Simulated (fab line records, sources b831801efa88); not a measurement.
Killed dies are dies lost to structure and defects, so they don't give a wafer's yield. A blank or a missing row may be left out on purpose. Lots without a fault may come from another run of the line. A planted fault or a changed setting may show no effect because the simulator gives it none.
Which tool did it? | flow sfq_line | 15 lots, 45 wafers sampled, at 2 steps of a route of 325

WHAT THE GAUGES READ, wafer by wafer
SFQ_L0V_OVL_MEAS_903.
lot  | measured    | on         | L0V_OVL (nm)
L493 | day 3 21:28 | overlay-01 | -4 2 2
L494 | day 4 02:49 | overlay-01 | 12 8 8
L496 | day 4 20:49 | overlay-02 | 2 1 4
L497 | day 5 01:37 | overlay-01 | -2 5 -5
L498 | day 5 02:49 | overlay-01 | 8 2 2
L501 | day 5 16:01 | overlay-02 | 4 5 5
L504 | day 6 08:52 | overlay-01 | 11 5 15
L505 | day 6 12:28 | overlay-02 | 7 5 11
L506 | day 6 14:52 | overlay-01 | 10 6 3
L507 | day 6 22:04 | overlay-02 | -6 0 -5
L509 | day 7 02:52 | overlay-02 | 6 7 -1
L511 | day 7 14:53 | overlay-01 | -3 0 0
L512 | day 7 20:52 | overlay-02 | 6 6 2
L514 | day 8 05:17 | overlay-02 | 2 7 5
L515 | day 8 07:40 | overlay-02 | -7 6 -2

WHICH TOOL RAN EACH LOT (tool, then ch and the chambers of the sampled wafers, then the start)
lot  | SFQ_TRILAYER_L0_DEP_SPUTTER_003
L493 | pvd_sputter-03, day 1 17:29
L494 | pvd_sputter-06, day 1 22:29
L496 | pvd_sputter-04, day 2 08:29
L497 | pvd_sputter-03, day 2 13:29
L498 | pvd_sputter-04, day 2 18:29
L501 | pvd_sputter-03, day 3 09:29
L504 | pvd_sputter-06, day 4 00:29
L505 | pvd_sputter-03, day 4 05:29
L506 | pvd_sputter-03, day 4 10:29
L507 | pvd_sputter-03, day 4 15:29
L509 | pvd_sputter-04, day 5 01:29
L511 | pvd_sputter-03, day 5 11:29
L512 | pvd_sputter-04, day 5 16:29
L514 | pvd_sputter-06, day 6 02:29
L515 | pvd_sputter-04, day 6 07:29
- SFQ_TRILAYER_L0_DEP_SPUTTER_003: material MoNx KI, target thk 40 nm, time 100 s.

WHAT THE TOOLS THEMSELVES READ (means of the sampled wafers that have a number; where no wafer has one, the mark that the record gives instead)
SFQ_TRILAYER_L0_DEP_SPUTTER_003.
lot  | tool           | throttle_valve_pct (%)
L493 | pvd_sputter-03 | 28.8
L494 | pvd_sputter-06 | 30.4
L496 | pvd_sputter-04 | 29.5
L497 | pvd_sputter-03 | 30.8
L498 | pvd_sputter-04 | 29.6
L501 | pvd_sputter-03 | 29.6
L504 | pvd_sputter-06 | 30.5
L505 | pvd_sputter-03 | 29.1
L506 | pvd_sputter-03 | 29.9
L507 | pvd_sputter-03 | 29.8
L509 | pvd_sputter-04 | 29.6
L511 | pvd_sputter-03 | 29.5
L512 | pvd_sputter-04 | 29.5
L514 | pvd_sputter-06 | 29.8
L515 | pvd_sputter-04 | 29.0

THE ANSWER, worked out from the rows above alone
Rule: what is usual is taken from the lots themselves. Put in order of their means at a reading, lots are off if they are a third of the lots or fewer, leave a main group of 4 or more, and stand apart from it by a gap of 3 or more times the standard deviation of the main group's means; of several such gaps the widest counts. A main group whose means are all the same, to the digits that the tables above print for the reading, isn't used. A lot without any number at a reading at which 4 lots or more have one is off too. The other lots that the step has rows for count as sound. The gauges are gone through in route order, then the tools' own readings, and for those a lot's mean is taken as printed above. The first step at which some lot is off is used, and at that step the reading that is off furthest; a lot without a number counts as furthest.
No lot is off at any reading shown: from this, nothing can be told.

WHAT THE SIMULATOR HAD PUT IN
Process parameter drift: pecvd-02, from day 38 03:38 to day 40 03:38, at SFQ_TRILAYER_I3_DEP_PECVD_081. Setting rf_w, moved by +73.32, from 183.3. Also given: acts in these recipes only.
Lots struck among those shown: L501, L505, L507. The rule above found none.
